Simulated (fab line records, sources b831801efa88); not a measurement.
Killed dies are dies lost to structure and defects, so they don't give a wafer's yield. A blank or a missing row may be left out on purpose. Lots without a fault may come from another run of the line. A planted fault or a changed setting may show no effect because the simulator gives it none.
A struck lot beside a sound one | flow sfq_line | 42 steps out of a route of 325
Sound: wafers L270.1, L270.4, L270.6. Struck: wafers L259.5, L259.6. (L259.2 of the same lot was not struck and is left out.) The cause comes at the end.
At each step with rows: each side's tool, then ch and its chambers, then its first start. Under that, the readings that differ: sound wafers | struck wafers | difference of the means | sigmas: that difference in standard deviations of wafers without a fault.
alike: readings whose means differ by less than 2 such deviations, and words and numbers that are the same on both sides. not compared: withheld readings, readings that some wafer has no value for, bounds like >300 that may hide the same value, and numbers for which the record gives no deviation and whose values overlap.
The two part at a step that has a row with sigmas, a row that says differs or no value, or rows on one side only. Numbers that don't overlap but have no deviation are shown without sigmas and don't part them. A reading that every wafer of one side lacks parts them only if that side has two wafers or more.

first, 6 steps without rows for these wafers: SFQ_TRILAYER_M3_LITHO_COAT_080 (resist thk 62 nm); SFQ_TRILAYER_M3_LITHO_COAT_075 (resist thk 600 nm); SFQ_TRILAYER_M3_LITHO_SOFTBAKE_079; SFQ_TRILAYER_M3_LITHO_EXPOSE_076 (exposes mask M3, target cd 500 nm); SFQ_TRILAYER_M3_LITHO_PEB_078 (peb time 60 s); SFQ_TRILAYER_M3_LITHO_DEVELOP_077 (time 60 s).
SFQ_M3_OVL_MEAS_921:
  sound on overlay-01, day 51 03:54; struck on overlay-02, day 47 03:34
  alike: M3_OVL
then, 4 steps without rows for these wafers: SFQ_TRILAYER_M3_BARC_OPEN_METAL_ETCH_100 (etches BARC in O2, target depth 125 nm, time 41.7 s); SFQ_TRILAYER_M3_ETCH_METAL_ETCH_078 (etches Nb in Cl2/Ar, stops on SiO2, target depth 240 nm, time 120 s); SFQ_TRILAYER_M3_STRIP_STRIP_079 (strips in O2); SFQ_TRILAYER_M3_STRIP_SOLV_CLEAN_080 (cleans in NMP, time 600 s).
SFQ_TRILAYER_I3_DEP_PECVD_081: deposits SiO2 from SiH4/N2O, time 111.11 s, target thk 500 nm.
  sound on pecvd-02 ch 1, day 51 05:52; struck on pecvd-02 ch 0,2, day 47 04:33
  alike: heater_power_w, throttle_valve_pct
SFQ_TRILAYER_I3_CMP_CMP_082: polishes SiO2.
  sound on cmp-02 ch 0,1,2, day 51 09:34; struck on cmp-01 ch 0,1, day 47 06:37
  reading                                             | sound           | struck      | difference | sigmas
  time_to_endpoint_s (s)                              | 210 217 211     | 283 287     | +72        | +11
  model.SiO2_of_TRILAYER_I3_DEP_PECVD_081.thk_nm (nm) | 199.9 200 198.3 | 305.7 305.8 | +106.3     |
  alike: motor_current_A
SFQ_I3_BOW_MEAS_922:
  sound on film_metro-04, day 51 11:34; struck on film_metro-01, day 47 08:58
  reading     | sound | struck | difference                    | sigmas
  I3_BOW (um) | 4 9 6 | - -    | no value on the struck wafers |
SFQ_TRILAYER_I3_METRO_MEASURE_083:
  sound on film_metro-04, day 51 11:41; struck on film_metro-01, day 47 13:08
  reading     | sound             | struck      | difference | sigmas
  thk_nm (nm) | 199.8 200.0 198.2 | 305.5 305.4 | +106.1     | +99 or more
then, 6 steps without rows for these wafers: SFQ_TRILAYER_I3_VIA_LITHO_COAT_090 (resist thk 62 nm); SFQ_TRILAYER_I3_VIA_LITHO_COAT_085 (resist thk 650 nm); SFQ_TRILAYER_I3_VIA_LITHO_SOFTBAKE_089; SFQ_TRILAYER_I3_VIA_LITHO_EXPOSE_086 (exposes mask I3, target cd 500 nm); SFQ_TRILAYER_I3_VIA_LITHO_PEB_088 (peb time 60 s); SFQ_TRILAYER_I3_VIA_LITHO_DEVELOP_087 (time 60 s).
SFQ_I3_OVL_MEAS_923:
  sound on overlay-01, day 51 15:08; struck on overlay-02, day 47 18:37
  alike: I3_OVL
SFQ_TRILAYER_I3_VIA_BARC_OPEN_VIA_ETCH_121: etches BARC in O2, target depth 125 nm, time 41.7 s.
  sound on rie_diel-04 ch 1,2,3, day 51 15:11; struck on rie_diel-03 ch 0,1, day 47 18:39
  alike: chamber_pressure_mTorr, drypump_motor_current_A, oes_product_au
  not compared: rf_hours_counter_h
SFQ_TRILAYER_I3_VIA_ETCH_VIA_ETCH_088: etches SiO2 in CHF3, stops on Nb, target depth 260 nm.
  sound on rie_diel-04 ch 1,2,3, day 51 15:13; struck on rie_diel-03 ch 0,1, day 47 18:41
  reading                        | sound             | struck      | difference | sigmas
  oes_product_au (a.u.)          | 0.848 0.863 0.849 | 0.991 0.986 | +0.135     | +25
  model.I3.feature_depth_nm (nm) | 199.9 200 198.3   | 256.5 255.5 | +56.6      |
  model.etch.depth_nm (nm)       | 199.9 200 198.3   | 256.5 255.5 | +56.6      |
  alike: chamber_pressure_mTorr, drypump_motor_current_A
SFQ_TRILAYER_I3_VIA_STRIP_STRIP_089: strips in O2.
  sound on rie_metal-03 ch 1, day 51 15:20; struck on rie_metal-02 ch 0,1, day 47 18:48
  reading                     | sound       | struck  | difference | sigmas
  drypump_motor_current_A (A) | 4.8 4.8 4.8 | 5.8 5.6 | +0.9       | +3
  alike: chamber_pressure_mTorr, oes_product_au
  not compared: rf_hours_counter_h
then, 1 step without rows for these wafers: SFQ_TRILAYER_I3_VIA_STRIP_SOLV_CLEAN_090 (cleans in NMP, time 600 s).
SFQ_TRILAYER_M4_DEP_PRE_CLEAN_092: time 22.5 s.
  sound on pvd_sputter-04, day 51 16:07; struck on pvd_sputter-06, day 47 19:35
  reading                                             | sound             | struck      | difference | sigmas
  model.SiO2_of_TRILAYER_I3_DEP_PECVD_081.thk_nm (nm) | 192.4 192.5 190.8 | 298.2 298.3 | +106.3     |
SFQ_TRILAYER_M4_DEP_SPUTTER_091: material Nb, target thk 200 nm, time 133.3 s.
  sound on pvd_sputter-04, day 51 16:09; struck on pvd_sputter-06, day 47 19:38
  alike: throttle_valve_pct
SFQ_M4_RS_MEAS_924: measures by four-point-probe.
  sound on film_metro-01, day 51 16:14; struck on film_metro-03, day 47 19:45
  alike: M4_NB_RS
then, 6 steps without rows for these wafers: SFQ_TRILAYER_M4_LITHO_COAT_098 (resist thk 62 nm); SFQ_TRILAYER_M4_LITHO_COAT_093 (resist thk 600 nm); SFQ_TRILAYER_M4_LITHO_SOFTBAKE_097; SFQ_TRILAYER_M4_LITHO_EXPOSE_094 (exposes mask M4, target cd 500 nm); SFQ_TRILAYER_M4_LITHO_PEB_096 (peb time 60 s); SFQ_TRILAYER_M4_LITHO_DEVELOP_095 (time 60 s).
SFQ_M4_OVL_MEAS_926:
  sound on overlay-01, day 51 18:40; struck on overlay-02, day 47 22:42
  alike: M4_OVL
then, 4 steps without rows for these wafers: SFQ_TRILAYER_M4_BARC_OPEN_METAL_ETCH_123 (etches BARC in O2, target depth 125 nm, time 41.7 s); SFQ_TRILAYER_M4_ETCH_METAL_ETCH_096 (etches Nb in Cl2/Ar, stops on SiO2, target depth 240 nm, time 120 s); SFQ_TRILAYER_M4_STRIP_STRIP_097 (strips in O2); SFQ_TRILAYER_M4_STRIP_SOLV_CLEAN_098 (cleans in NMP, time 600 s).
SFQ_TRILAYER_I4_DEP_PECVD_099: deposits SiO2 from SiH4/N2O, time 111.11 s, target thk 500 nm.
  sound on pecvd-01 ch 0,2, day 51 19:40; struck on pecvd-04 ch 0,2, day 47 23:46
  alike: heater_power_w, throttle_valve_pct
-- the record jumps here: 38 days lie between the struck wafers' starts before and after --
SFQ_M8_BOW_MEAS_951:
  sound on film_metro-03, day 87 05:02; struck on film_metro-02, day 85 12:16
  reading                 | sound             | struck      | difference | sigmas
  model.etest.i3.link_ohm | 2.006 1.967 1.996 | 1e+06 1e+06 | +1e+06     |
  alike: M8_BOW

WHERE THEY PART
First at SFQ_TRILAYER_I3_CMP_CMP_082; last, within this record, at SFQ_TRILAYER_I3_VIA_STRIP_STRIP_089. Later steps at which nothing parts them and some readings are alike: SFQ_TRILAYER_M4_DEP_SPUTTER_091, SFQ_M4_RS_MEAS_924, SFQ_M4_OVL_MEAS_926, SFQ_TRILAYER_I4_DEP_PECVD_099, SFQ_M8_BOW_MEAS_951.

WHY: what the simulator had put in
Process parameter drift: cmp-01, from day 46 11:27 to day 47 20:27, at SFQ_TRILAYER_I3_CMP_CMP_082. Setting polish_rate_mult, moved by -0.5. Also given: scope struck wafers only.
